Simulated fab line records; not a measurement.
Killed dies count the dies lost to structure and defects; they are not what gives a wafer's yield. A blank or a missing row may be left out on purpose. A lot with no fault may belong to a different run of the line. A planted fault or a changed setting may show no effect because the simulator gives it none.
fab line records | flow sky130
[record] lots = 5 | wafers = 15 | lastDay = 50
route steps=708 shown FIELD_ISO@8 NWELL@32 DNWELL@35 PWDE@45 PAD_OPEN@708
lots with no fault: from the same line, run without faults
startH: hours from the record's first day to the start of the lot's first wafer shown | waitH: time in hours since the lot's previous step | " repeats the value in the row above | L1.1+2: a single row standing in for several wafers | - either no value or no given start | * or withheld: withheld | < > ~ a bound
route shown NAME@n: a module of which the file shows steps, and the number in the route of the first | usual: mean and standard deviation over wafers with no fault | same: alike in all rows | chamber/n: place in a boat | sites: each site's reading | _std_site: standard deviation across them | _edge_site: mean of outer sites minus mean of inner sites | radiusMm: for every site, how far away it sits from the centre of the wafer | mask NAME#n: copy n | behind: the last tool/chamber to shape the wafer | hold: why the lot was held/for how many hours/how that ended | device: the transistor (n, p or np) that didn't switch | end of line: tests of these same wafers at the route's end | a step with no rows: only its recipe | killed: the dies lost at the first sort to structure and to defects; this is not the yield of the wafer | map: the dies of a wafer, with x for killed, . for not killed, _ for no die there
set.NAME: the setting the step ran with; set.NAME@STEP: the setting that earlier step ran with | model.NAME: the simulator's own value behind a step, which no gauge read
lots seen at some steps along the route; tables by step, rows by wafer
services: when a tool's chamber went out of use (startH, in hours from the record's first day, below 0 if earlier), for how many hours, and the reason
[[steps]]
[step SKY_FIELD_ISO_COAT_07]
[recipe] resist = BARC | tempC = withheld | timeS = withheld | spinRpm = 3000 | resistThkNm = 60
[step SKY_FIELD_ISO_COAT_08]
[recipe] resist = KrF-thick | spinRpm = 3000 | resistThkNm = 450
[step SKY_FIELD_ISO_SOFTBAKE_09]
[recipe] tempC = 100 | timeS = 90 | resist = KrF-thick
[step SKY_FIELD_ISO_EXPOSE_10]
[recipe] maskId = FOM | na = 0.68 | sourceShape = annular | sigmaInner = 0.4 | sigmaOuter = 0.8 | targetCdNm = 150 | doseMj = 28
[step SKY_FIELD_ISO_PEB_11]
[recipe] pebTempC = withheld | pebTimeS = withheld | resist = KrF-thick
[step SKY_FIELD_ISO_DEVELOP_12]
[recipe] developTimeS = 60 | resist = KrF-thick | devTempC = 21
[step SKY_FIELD_ISO_CD_MEAS_13]
[recipe] targetCdNm = 150
[usual] cdNm = 149.6/1.6
lot.wafer | tool     | chamber | startH | waitH | cdNm
L478.3    | cdSem-02 | -       | 29.90  | -     | 149.7
L478.4    | "        | -       | "      | "     | 147.8
L478.5    | "        | -       | "      | "     | 150.8
L483.1    | cdSem-01 | -       | 55.26  | -     | 150.4
L483.5    | "        | -       | "      | "     | 151.0
L483.6    | "        | -       | "      | "     | 151.0
L490.3    | cdSem-01 | -       | 92.28  | -     | 148.5
L490.5    | "        | -       | "      | "     | 148.3
L490.6    | "        | -       | "      | "     | 149.0
L492.2    | cdSem-01 | -       | 101.05 | -     | 150.8
L492.3    | "        | -       | "      | "     | 147.8
L492.5    | "        | -       | "      | "     | 148.5
L501.1    | cdSem-01 | -       | 150.61 | -     | 150.3
L501.2    | "        | -       | "      | "     | 149.8
L501.6    | "        | -       | "      | "     | 149.1
[step SKY_FIELD_ISO_ETCH_14]
[recipe] chemistry = N2/H2 | target = BARC | ionEnergyEv = 200 | sourceW = 500 | biasW = 100 | pressureMtorr = 30 | n2FlowSccm = 100 | h2FlowSccm = 200 | stopOn = SiO2 | timeS = 45.9 | targetDepthA = 600
[usual] drypumpMotorCurrentA = 5.8/0.53 | n2FlowSccm = 100.00/0.29 | oesProductAu = 0.855/0.0051 | throttleValvePct = 13.225/0.0089
lot.wafer | tool       | chamber | startH | waitH | drypumpMotorCurrentA | n2FlowSccm | oesProductAu | rfHoursCounterH | throttleValvePct
L478.3    | rieDiel-01 | 3       | 29.98  | 0.1   | 5.2                  | 99.72      | 0.864        | 76              | 13.218
L478.4    | "          | 0       | "      | "     | 5.2                  | 100.04     | 0.850        | 6               | 13.215
L478.5    | "          | 1       | "      | "     | 6.6                  | 99.84      | 0.852        | -               | 13.236
L483.1    | rieDiel-01 | 1       | 55.38  | 0.1   | 6.6                  | 100.36     | 0.859        | 19              | 13.229
L483.5    | "          | 1       | "      | "     | 6.6                  | 99.97      | 0.856        | -               | 13.236
L483.6    | "          | 0       | "      | "     | 5.2                  | 99.55      | 0.855        | -               | 13.239
L490.3    | rieDiel-02 | 1       | 92.36  | 0.1   | 6.0                  | 100.31     | 0.865        | 69              | 13.229
L490.5    | "          | 2       | "      | "     | 5.6                  | 100.03     | 0.861        | -               | 13.230
L490.6    | "          | 1       | "      | "     | 6.0                  | 99.88      | 0.859        | -               | 13.221
L492.2    | rieDiel-01 | 1       | 101.15 | 0.1   | 6.6                  | 99.49      | 0.863        | 20              | 13.232
L492.3    | "          | 0       | "      | "     | 5.2                  | 100.23     | 0.857        | 7               | 13.223
L492.5    | "          | 3       | "      | "     | 5.2                  | 100.00     | 0.856        | -               | 13.229
L501.1    | rieDiel-02 | 2       | 150.73 | 0.1   | 5.5                  | 99.77      | 0.851        | 4               | 13.224
L501.2    | "          | 1       | "      | "     | 6.0                  | 100.13     | 0.855        | 70              | 13.216
L501.6    | "          | 3       | "      | "     | 5.8                  | 99.96      | 0.852        | -               | 13.234
[step SKY_FIELD_ISO_ETCH_15]
[recipe] chemistry = CHF3/O2 | targetDepthNm = 180 | stopOn = Si | sourceW = 600 | biasW = 200 | pressureMtorr = 40 | chf3FlowSccm = 50 | O2_flow_sccm = 5 | timeS = 72
[usual] drypumpMotorCurrentA = 5.8/0.53 | oesProductAu = 0.941/0.007 | throttleValvePct = 8.843/0.0086
lot.wafer | tool       | chamber | startH | waitH | drypumpMotorCurrentA | oesProductAu | rfHoursCounterH | throttleValvePct
L478.3    | rieDiel-01 | 3       | 30.02  | 0.0   | 5.2                  | 0.931        | 76              | 8.845
L478.4    | "          | 0       | "      | "     | 5.2                  | 0.930        | 6               | 8.845
L478.5    | "          | 1       | "      | "     | 6.6                  | 0.932        | -               | 8.844
L483.1    | rieDiel-01 | 1       | 55.42  | 0.0   | 6.6                  | 0.939        | 19              | 8.846
L483.5    | "          | 1       | "      | "     | 6.6                  | 0.935        | -               | 8.844
L483.6    | "          | 0       | "      | "     | 5.2                  | 0.929        | -               | 8.847
L490.3    | rieDiel-02 | 1       | 92.40  | 0.0   | 6.0                  | 0.936        | 70              | 8.843
L490.5    | "          | 2       | "      | "     | 5.5                  | 0.934        | -               | 8.847
L490.6    | "          | 1       | "      | "     | 6.0                  | 0.943        | -               | 8.850
L492.2    | rieDiel-01 | 1       | 101.19 | 0.0   | 6.6                  | 0.942        | 20              | 8.849
L492.3    | "          | 0       | "      | "     | 5.2                  | 0.942        | 7               | 8.848
L492.5    | "          | 3       | "      | "     | 5.2                  | 0.947        | -               | 8.846
L501.1    | rieDiel-02 | 2       | 150.77 | 0.0   | 5.6                  | 0.945        | 4               | 8.834
L501.2    | "          | 1       | "      | "     | 5.9                  | 0.944        | 70              | 8.856
L501.6    | "          | 3       | "      | "     | 5.8                  | 0.940        | -               | 8.850
[step SKY_FIELD_ISO_STRIP_16]
[recipe] chemistry = O2/N2 | powerW = 1400 | pressureMtorr = 1500 | platenTempC = withheld | o2FlowSccm = 3000 | n2FlowSccm = 300 | overashFraction = 0.5
[usual] drypumpMotorCurrentA = 5.7/0.33 | n2FlowSccm = 299.9/0.88 | oesProductAu = 0.378/0.0051 | stripTimeToEndpointS = 3.55/0.033
lot.wafer | tool           | chamber | startH | waitH | drypumpMotorCurrentA | n2FlowSccm | oesProductAu | rfHoursCounterH | stripTimeToEndpointS
L478.3    | plasmaAsher-03 | 0       | 30.11  | 0.1   | 5.6                  | 300.2      | 0.381        | -               | 3.51
L478.4    | "              | 1       | "      | "     | 6.1                  | 300.5      | 0.385        | -               | 3.52
L478.5    | "              | 1       | "      | "     | 6.1                  | 299.6      | 0.378        | -               | 3.50
L483.1    | plasmaAsher-01 | 0       | 55.48  | 0.0   | 5.8                  | 301.2      | 0.380        | 24              | 3.54
L483.5    | "              | 1       | "      | "     | 5.2                  | 299.7      | 0.385        | -               | 3.55
L483.6    | "              | 0       | "      | "     | 5.8                  | 300.4      | 0.383        | -               | 3.53
L490.3    | plasmaAsher-03 | 0       | 92.49  | 0.1   | 5.5                  | 299.7      | 0.379        | -               | 3.53
L490.5    | "              | 0       | "      | "     | 5.5                  | 299.6      | 0.375        | -               | 3.62
L490.6    | "              | 1       | "      | "     | 6.1                  | 300.3      | 0.376        | -               | 3.54
L492.2    | plasmaAsher-02 | 1       | 101.25 | 0.0   | 6.2                  | 298.9      | 0.386        | 43              | 3.56
L492.3    | "              | 1       | "      | "     | 6.1                  | 300.2      | 0.385        | -               | 3.56
L492.5    | "              | 0       | "      | "     | 5.5                  | 300.4      | 0.372        | -               | 3.51
L501.1    | plasmaAsher-03 | 1       | 150.83 | 0.0   | 6.0                  | 299.2      | 0.384        | 47              | 3.58
L501.2    | "              | 0       | "      | "     | 5.6                  | 300.5      | 0.385        | 47              | 3.54
L501.6    | "              | 0       | "      | "     | 5.6                  | 300.0      | 0.373        | -               | 3.57
[step SKY_FIELD_ISO_ETCH_17]
[recipe] targetDepthA = 3420 | maskMaterial = Si3N4 | chemistry = HBr/Cl2/O2 | target = Si | taperDeg = 5 | icpW = 600 | biasW = 150 | pressureMtorr = 15 | HBr_flow_sccm = 150 | Cl2_flow_sccm = 40 | O2_flow_sccm = 6 | timeS = 97.7
[step SKY_FIELD_ISO_WET_ETCH_18]
[recipe] chemistry = H3PO4 | targetDepthNm = 25 | tempC = 160 | target = Si3N4 | timeS = 286
[step SKY_FIELD_ISO_CLEAN_19]
[recipe] chemistry = SC1/SC2 | mix = 1:4:20 | tempC = 70 | timeS = 150
lot.wafer  | tool        | chamber | startH | waitH
L478.3+4+5 | wetBench-03 | 3       | 30.34  | 0.0
L483.1+5+6 | wetBench-02 | 1       | 55.74  | 0.0
L490.3+5+6 | wetBench-01 | 1       | 92.72  | 0.0
L492.2+3+5 | wetBench-03 | 2       | 101.51 | 0.0
L501.1+2+6 | wetBench-01 | 3       | 151.09 | 0.0
[step SKY_FIELD_ISO_CLEAN_20]
[recipe] chemistry = dHF | timeS = 20 | dilution = 100:1
[step SKY_FIELD_ISO_WET_ETCH_21]
[recipe] chemistry = dHF | dilution = 100:1 | targetDepthNm = 20 | dry = ipaMarangoni | target = SiO2 | tempC = 25 | timeS = 400
[step SKY_FIELD_ISO_OXIDATION_22]
[recipe] tempC = 950 | ambient = O2 | stabiliseS = 600 | purgeS = 300 | targetThkA = 100 | oxTimeS = 623
[step SKY_FIELD_ISO_THK_MEAS_23]
[recipe] reads = SiO2_of_FIELD_ISO_OXIDATION_22
[usual] FIELD_ISO_OXIDATION_01_THK = 10.10/0.18
lot.wafer | tool         | chamber | startH | waitH | FIELD_ISO_OXIDATION_01_THK[nm]
L478.3    | filmMetro-03 | -       | 31.99  | 0.0   | 10.32
L478.4    | "            | -       | "      | "     | 10.25
L478.5    | "            | -       | "      | "     | 10.21
L483.1    | filmMetro-04 | -       | 58.78  | 0.0   | 9.99
L483.5    | "            | -       | "      | "     | 10.10
L483.6    | "            | -       | "      | "     | 10.12
L490.3    | filmMetro-03 | -       | 94.10  | 0.0   | 9.91
L490.5    | "            | -       | "      | "     | 10.10
L490.6    | "            | -       | "      | "     | 9.91
L492.2    | filmMetro-03 | -       | 102.87 | 0.0   | 10.36
L492.3    | "            | -       | "      | "     | 10.25
L492.5    | "            | -       | "      | "     | 10.25
L501.1    | filmMetro-03 | -       | 152.45 | 0.0   | 10.19
L501.2    | "            | -       | "      | "     | 10.09
L501.6    | "            | -       | "      | "     | 10.31
[step SKY_FIELD_ISO_CVD_24]
[recipe] material = SiO2 | targetThkNm = 595 | tempC = 650 | sigmaOpenFrac = 0.3 | timeS = 99.2 | sih4FlowSccm = 60 | pressureMtorr = 6
[step SKY_FIELD_ISO_THK_MEAS_25]
[recipe] reads = SiO2_of_FIELD_ISO_CVD_24
[usual] FIELD_ISO_CVD_24_THK = 595/7.3
lot.wafer | tool         | chamber | startH | waitH | FIELD_ISO_CVD_24_THK[nm]
L478.3    | filmMetro-04 | -       | 32.12  | 0.1   | 588
L478.4    | "            | -       | "      | "     | 596
L478.5    | "            | -       | "      | "     | 604
L483.1    | filmMetro-03 | -       | 58.91  | 0.0   | 609
L483.5    | "            | -       | "      | "     | 607
L483.6    | "            | -       | "      | "     | 600
L490.3    | filmMetro-03 | -       | 94.23  | 0.1   | 599
L490.5    | "            | -       | "      | "     | 598
L490.6    | "            | -       | "      | "     | 587
L492.2    | filmMetro-01 | -       | 103.00 | 0.0   | 593
L492.3    | "            | -       | "      | "     | 593
L492.5    | "            | -       | "      | "     | 593
L501.1    | filmMetro-04 | -       | 152.58 | 0.0   | 586
L501.2    | "            | -       | "      | "     | 580
L501.6    | "            | -       | "      | "     | 584
[step SKY_FIELD_ISO_ANNEAL_26]
[recipe] tempC = 1000 | timeS = 1800 | ambient = N2
[step SKY_FIELD_ISO_CMP_27]
[recipe] stopOn = Si3N4 | tOverpolishS = 16 | downForcePsi = 4 | platenRpm = 60 | targetThkNm = 457.8 | padVelocityMS = 0.94248
[usual] edgeZonePressureFrac = 0.999/0.005 | motorCurrentA = 12.1/0.81 | overpolishRunS = 16.000/0.0086 | retainingRingPressureFrac = 0.999/0.0048 | timeToEndpointS = 108/3.9
lot.wafer | tool   | chamber | startH | waitH | edgeZonePressureFrac | motorCurrentA | overpolishRunS | retainingRingPressureFrac | timeToEndpointS
L478.3    | cmp-02 | 3       | 33.76  | 0.1   | 0.990                | 12.0          | 15.993         | 1.010                     | 109
L478.4    | "      | 0       | "      | "     | 0.999                | 12.3          | 16.000         | 0.999                     | 103
L478.5    | "      | 2       | "      | "     | 1.005                | 11.4          | 16.010         | 1.006                     | 115
L483.1    | cmp-01 | 0       | 60.62  | 0.1   | 1.006                | 12.3          | 15.996         | 0.997                     | 105
L483.6    | "      | 1       | "      | "     | 0.998                | 12.4          | 16.009         | 0.997                     | 106
L483.5    | "      | 2       | "      | "     | 0.996                | 13.3          | 15.994         | 1.000                     | 104
L490.3    | cmp-01 | 2       | 95.93  | 0.2   | 1.007                | 12.5          | 16.018         | 1.004                     | 111
L490.6    | "      | 3       | "      | "     | 1.002                | 13.5          | 15.995         | 0.994                     | 112
L490.5    | "      | 0       | "      | "     | 0.999                | 12.4          | 16.003         | 0.994                     | 107
L492.3    | cmp-02 | 1       | 104.55 | 0.0   | 1.003                | 11.7          | 15.997         | 1.013                     | 112
L492.2    | "      | 0       | "      | "     | 1.009                | 12.5          | 16.001         | 0.992                     | 105
L492.5    | "      | 1       | "      | "     | 1.004                | 12.3          | 16.005         | 1.009                     | 113
L501.2    | cmp-02 | 2       | 155.04 | 0.1   | 1.004                | 10.5          | 16.003         | 1.001                     | 108
L501.1    | "      | 3       | "      | "     | 0.998                | 11.2          | 15.999         | 0.994                     | 110
L501.6    | "      | 1       | "      | "     | 1.000                | 12.0          | 16.017         | 1.000                     | 107
[step SKY_FIELD_ISO_WET_ETCH_28]
[recipe] chemistry = dHF | targetDepthNm = 23.7 | target = SiO2 | dilution = 10:1 | tempC = 25 | timeS = 47
[step SKY_FIELD_ISO_WET_ETCH_29]
[recipe] chemistry = H3PO4 | targetDepthNm = 160 | target = Si3N4 | tempC = 160 | timeS = 1825
[step SKY_FIELD_ISO_WET_ETCH_30]
[recipe] chemistry = dHF | targetDepthNm = 25 | target = SiO2 | dilution = 10:1 | tempC = 25 | timeS = 50
[step SKY_NWELL_CLEAN_00]
[recipe] chemistry = SC1/SC2 | mix = 1:4:20 | tempC = 70 | timeS = 150 | dry = n2Spin
[step SKY_NWELL_OXIDATION_01]
[recipe] tempC = 900 | ambient = O2 | stabiliseS = 600 | purgeS = 300 | targetThkA = 100 | oxTimeS = 1418
[step SKY_NWELL_THK_MEAS_02]
[recipe] reads = SiO2_of_NWELL_OXIDATION_01
[usual] NWELL_OXIDATION_THK = 10.19/0.19
lot.wafer | tool         | chamber | startH | waitH | NWELL_OXIDATION_THK[nm]
L478.3    | filmMetro-04 | -       | 35.98  | 0.0   | 10.16
L478.4    | "            | -       | "      | "     | 10.32
L478.5    | "            | -       | "      | "     | 10.37
L483.1    | filmMetro-04 | -       | 63.03  | 0.0   | 10.34
L483.5    | "            | -       | "      | "     | 10.49
L483.6    | "            | -       | "      | "     | 10.31
L490.3    | filmMetro-01 | -       | 99.58  | 0.0   | 9.71
L490.5    | "            | -       | "      | "     | 9.99
L490.6    | "            | -       | "      | "     | 9.99
L492.2    | filmMetro-04 | -       | 107.10 | 0.0   | 10.39
L492.3    | "            | -       | "      | "     | 10.30
L492.5    | "            | -       | "      | "     | 10.42
L501.1    | filmMetro-04 | -       | 158.03 | 0.0   | 10.18
L501.2    | "            | -       | "      | "     | 10.46
L501.6    | "            | -       | "      | "     | 10.37
[step SKY_DNWELL_DEHYDRATE_00]
[recipe] tempC = 200 | timeS = 60
[step SKY_DNWELL_HMDS_01]
[recipe] primeTimeS = 60 | primeTempC = 120
[step SKY_DNWELL_COAT_02]
[recipe] spinRpm = 2000 | resistThkNm = 3000
[step SKY_DNWELL_SOFTBAKE_03]
[recipe] tempC = 110 | timeS = withheld
[step SKY_DNWELL_EXPOSE_04]
[recipe] maskId = DNM | na = 0.57 | targetCdNm = 3000 | doseMj = 222
[step SKY_DNWELL_PEB_05]
[recipe] tempC = 115 | timeS = withheld
[step SKY_DNWELL_DEVELOP_06]
[recipe] wallAngleDeg = 90 | developer = TMAH | developTimeS = 60 | devTempC = 23
[step SKY_DNWELL_IMPLANT_07]
[recipe] species = P | energyKev = withheld | doseCm2 = withheld | tiltDeg = withheld
[step SKY_DNWELL_STRIP_08]
[recipe] chemistry = O2/N2 | powerW = 1400 | pressureMtorr = 1500 | platenTempC = withheld | o2FlowSccm = 3000 | n2FlowSccm = 300 | overashFraction = 0.5
[usual] drypumpMotorCurrentA = 5.8/0.38 | n2FlowSccm = 300.1/0.85 | oesProductAu = 0.724/0.0047 | stripTimeToEndpointS = 36.89/0.094
lot.wafer | tool           | chamber | startH | waitH | drypumpMotorCurrentA | n2FlowSccm | oesProductAu | rfHoursCounterH | stripTimeToEndpointS
L478.3    | plasmaAsher-04 | 1       | 51.33  | 0.1   | 5.9                  | 300.0      | 0.720        | -               | 36.80
L478.4    | "              | 0       | "      | "     | 6.2                  | 300.8      | 0.724        | -               | 36.91
L478.5    | "              | 0       | "      | "     | 6.3                  | 301.1      | 0.725        | -               | 36.76
L483.1    | plasmaAsher-04 | 1       | 79.06  | 0.1   | 5.9                  | 300.8      | 0.726        | 39              | 36.94
L483.5    | "              | 1       | "      | "     | 5.9                  | 299.3      | 0.724        | -               | 36.75
L483.6    | "              | 0       | "      | "     | 6.2                  | 299.0      | 0.734        | -               | 36.88
L490.3    | plasmaAsher-02 | 1       | 117.91 | 0.1   | 6.1                  | 299.6      | 0.716        | -               | 36.89
L490.5    | "              | 0       | "      | "     | 5.5                  | 298.9      | 0.720        | -               | 36.97
L490.6    | "              | 1       | "      | "     | 6.2                  | 298.6      | 0.725        | -               | 36.87
L492.2    | plasmaAsher-04 | 1       | 126.21 | 0.1   | 5.9                  | 301.3      | 0.720        | 44              | 36.91
L492.3    | "              | 1       | "      | "     | 5.9                  | 301.3      | 0.731        | -               | 36.96
L492.5    | "              | 1       | "      | "     | 5.9                  | 299.7      | 0.723        | -               | 36.86
L501.1    | plasmaAsher-01 | 0       | 178.09 | 0.1   | 5.8                  | 299.6      | 0.722        | 34              | 36.82
L501.2    | "              | 1       | "      | "     | 5.2                  | 301.2      | 0.726        | 34              | 36.90
L501.6    | "              | 1       | "      | "     | 5.2                  | 300.8      | 0.724        | -               | 36.93
[step SKY_DNWELL_TW_MEAS_09]
[usual] DNWELL_TW = 1101/9.5
lot.wafer | tool         | chamber | startH | waitH | DNWELL_TW
L478.3    | filmMetro-02 | -       | 51.41  | 0.1   | 1094
L478.4    | "            | -       | "      | "     | 1094
L478.5    | "            | -       | "      | "     | 1091
L483.1    | filmMetro-01 | -       | 79.16  | 0.1   | 1110
L483.5    | "            | -       | "      | "     | 1114
L483.6    | "            | -       | "      | "     | 1121
L490.3    | filmMetro-04 | -       | 118.00 | 0.1   | 1105
L490.5    | "            | -       | "      | "     | 1098
L490.6    | "            | -       | "      | "     | 1107
L492.2    | filmMetro-04 | -       | 126.32 | 0.1   | 1096
L492.3    | "            | -       | "      | "     | 1100
L492.5    | "            | -       | "      | "     | 1098
L501.1    | filmMetro-01 | -       | 178.19 | 0.1   | 1120
L501.2    | "            | -       | "      | "     | 1115
L501.6    | "            | -       | "      | "     | 1110
[step SKY_PWDE_DEHYDRATE_00]
[recipe] tempC = 200 | timeS = 60
[step SKY_PWDE_HMDS_01]
[recipe] primeTimeS = 60 | primeTempC = 120
[step SKY_PWDE_COAT_02]
[recipe] spinRpm = 2000 | resistThkNm = 3000
[step SKY_PWDE_SOFTBAKE_03]
[recipe] tempC = 110 | timeS = withheld
[step SKY_PWDE_EXPOSE_04]
[recipe] maskId = PWDEM | na = 0.6 | sourceShape = conventional | sigmaOuter = 0.6 | polarization = unpolarized | targetCdNm = 840 | doseMj = 214
[step SKY_PAD_OPEN_PROBE_99]
[usual] killed_at_M0_to_M3 = 43/6.7 | killed_at_M4_up = 3.0/1.9 | killedAtContacts = 25/5.4 | killedAtFrontEnd = 16/4.5 | killedAtOther = 0.4/0.62 | killedDies = 87/9.6 | killedOpen = 47/7 | killedShort = 39/6.1
[same] grossDies = 492 | killedAtBackSide = 0
lot.wafer | tool      | chamber | startH  | waitH | killed_at_M0_to_M3 | killed_at_M4_up | killedAtContacts | killedAtFrontEnd | killedAtOther | killedDies | killedOpen | killedShort
L490.3    | prober-01 | -       | 1147.92 | 0.2   | 39                 | 3               | 19               | 25               | 0             | 86         | 47         | 37
L490.5    | prober-01 | -       | 1148.02 | 0.2   | 49                 | 6               | 16               | 16               | 0             | 87         | 57         | 28
L490.6    | prober-01 | -       | 1148.07 | 0.2   | 53                 | 2               | 19               | 27               | 0             | 101        | 60         | 38
L492.2    | prober-01 | -       | 1155.99 | 0.1   | 31                 | 7               | 24               | 59               | 0             | 121        | 43         | 44
L492.3    | prober-01 | -       | 1156.04 | 0.2   | 43                 | 0               | 24               | 43               | 0             | 110        | 42         | 34
L492.5    | prober-01 | -       | 1156.14 | 0.2   | 38                 | 2               | 28               | 46               | 0             | 114        | 40         | 40
// killed by level:class
L490.3 POLY_GATE:geometricParticle:short=10 VIA1:geometricParticle:open=9 VIA2:geometricParticle:open=8 CONTACT:geometricParticle:open=7 POLY_GATE:geometricParticle:open=6 LI_CONTACT:geometricParticle:open=6 VIA2:geometricParticle:short=5 VIA3:geometricParticle:open=5
L490.5 VIA1:geometricParticle:open=18 VIA2:geometricParticle:open=8 VIA3:geometricParticle:open=8 CONTACT:geometricParticle:open=5 VIA2:geometricParticle:short=4 POLY_GATE:geometricParticle:open=4 LI_CONTACT:geometricParticle:short=4 POLY_GATE:geometricParticle:short=3
L490.6 VIA1:geometricParticle:open=12 VIA2:geometricParticle:open=12 CONTACT:geometricParticle:open=11 VIA3:geometricParticle:open=8 FIELD_ISO:geometricParticle:open=7 METAL2:geometricParticle:short=6 METAL1:geometricParticle:short=5 FIELD_ISO:geometricParticle:short=4
L492.2 FIELD_ISO:unspecified=34 CONTACT:geometricParticle:open=9 FIELD_ISO:geometricParticle:short=8 METAL4:geometricParticle:short=7 POLY_GATE:geometricParticle:short=6 VIA1:geometricParticle:open=6 VIA3:geometricParticle:open=6 METAL2:geometricParticle:short=5
L492.3 FIELD_ISO:unspecified=34 LI_CONTACT:geometricParticle:open=11 VIA1:geometricParticle:short=9 VIA3:geometricParticle:open=9 VIA2:geometricParticle:open=6 VIA1:geometricParticle:open=5 METAL2:geometricParticle:short=5 METAL1:geometricParticle:short=5
L492.5 FIELD_ISO:unspecified=34 CONTACT:geometricParticle:open=8 VIA3:geometricParticle:open=7 LI_CONTACT:geometricParticle:open=6 CONTACT:geometricParticle:short=6 LI_CONTACT:geometricParticle:short=5 VIA1:geometricParticle:open=5 VIA2:geometricParticle:short=4
// map L492.2 (x killed, . not)
__________.......x.._________
________......x.....xx_______
______........x........._____
_____..xx..x..x..........____
____..x.x..x..............___
___x......xx.....x.x.....x.__
__..x..........x...........x_
_....x...........x...x....x..
_x............x.......x...xxx
_....x.........x............x
_........x........x...xx..x..
_...x......xx.xx.x..x.x.....x
_.xxxxx...........x...xx.x.x.
_xxxxx.xx..x..........x.x....
_xxxxxxxx.....x....x.x.......
__xxxxxx....x............x.._
___xxxxx..........x.......x__
____xxx.x....x.xx.....xx..___
_____xx..........x...xx..____
______.x....x..x..xx...._____
________x....x.x..x.x._______
__________x......x.x_________
// map L478.5 (x killed, . not)
__________..x..x...x_________
________...xx......x.._______
______......x.......x..._____
_____x.xxx..x.....xx.....____
____......x.....x.........___
___...x.....x...x...x....xx__
__.......x..x........x......_
_x.....x..x.........xx.......
_x.xx.xx...xxx..x.......xxxx.
_..................x...x.....
_xx..........xxx....x.x......
_........x...x.xx......x.....
_.xxxx..x.................x..
_xx..x.x...............x....x
_...x.x...........x.......x..
__.......x..x...x.x...x.xx.._
___x..x..xx..............x.__
____.x.....x......x.......___
_____..x..x...x.x..x.....____
______.....x.xx..x..x..._____
________x.x.x.x.x....._______
__________........x._________
[[services]]
tool           | chamber | startH | hours | kind
cmp-01         | -       | 35.17  | 0.5   | repair
cmp-02         | -       | 41.14  | 2.4   | repair
plasmaAsher-01 | -       | 41.45  | 6.2   | repair
cmp-01         | -       | 47.60  | 5.5   | pm
rieDiel-01     | 2       | 54.23  | 41.6  | repair
rieDiel-01     | 0       | 59.10  | 9.9   | repair
cmp-01         | -       | 64.00  | 4.0   | pm
cmp-01         | -       | 68.00  | -     | consumableReplace:conditioner
cmp-02         | -       | 68.41  | 0.5   | repair
rieDiel-02     | -       | 73.06  | 0.1   | repair
cmp-02         | -       | 80.87  | 0.8   | repair
cmp-02         | -       | 85.01  | 4.0   | repair
plasmaAsher-02 | -       | 108.75 | 9.0   | pm
plasmaAsher-03 | -       | 122.20 | 0.8   | repair
plasmaAsher-01 | -       | 133.71 | 17.2  | pm
cmp-01         | -       | 147.09 | 1.7   | repair
cmp-02         | -       | 148.77 | 0.3   | repair
wetBench-03    | -       | 154.07 | 5.8   | repair
cmp-02         | -       | 157.57 | 1.6   | repair
plasmaAsher-02 | -       | 158.44 | 6.1   | repair
cmp-01         | -       | 159.20 | 8.5   | pm
plasmaAsher-02 | -       | 159.31 | 2.5   | repair
rieDiel-02     | -       | 168.10 | 0.8   | repair
cmp-02         | -       | 170.27 | 17.5  | repair
[[key]]
[firstSign] step = SKY_PAD_OPEN_PROBE_99 | reading = killedAtFrontEnd | direction = up | sigmas = 7.4 | usual = 16 | struck = 49
[effect] step = SKY_PAD_OPEN_PROBE_99 | reading = killedDies | direction = up | sigmas = 2.9 | usual = 87 | struck = 115
metAt SKY_FIELD_ISO_CLEAN_19
struckWafers L492.2,L492.3,L492.5
testerLeftOut L492
alsoFits SKY_FIELD_ISO_ETCH_14:rieDiel-01,SKY_FIELD_ISO_ETCH_15:rieDiel-01,SKY_FIELD_ISO_STRIP_16:plasmaAsher-02,SKY_DNWELL_STRIP_08:plasmaAsher-04
[fault] kind = chamberParticleSource | tool = wetBench-03 | chamber = 2 | onsetH = 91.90 | steps = SKY_FIELD_ISO_CLEAN_19 | ratePerVisitCm2 = 0.93876 | endH = 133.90
// testerLeftOut: of these lots the tester's yield and bins aren't shown, on N5 and GAA mostly nor the transistor test; their killed dies are dies lost to structure and defects alone, not to doping, threshold or leakage, so they don't give the yield
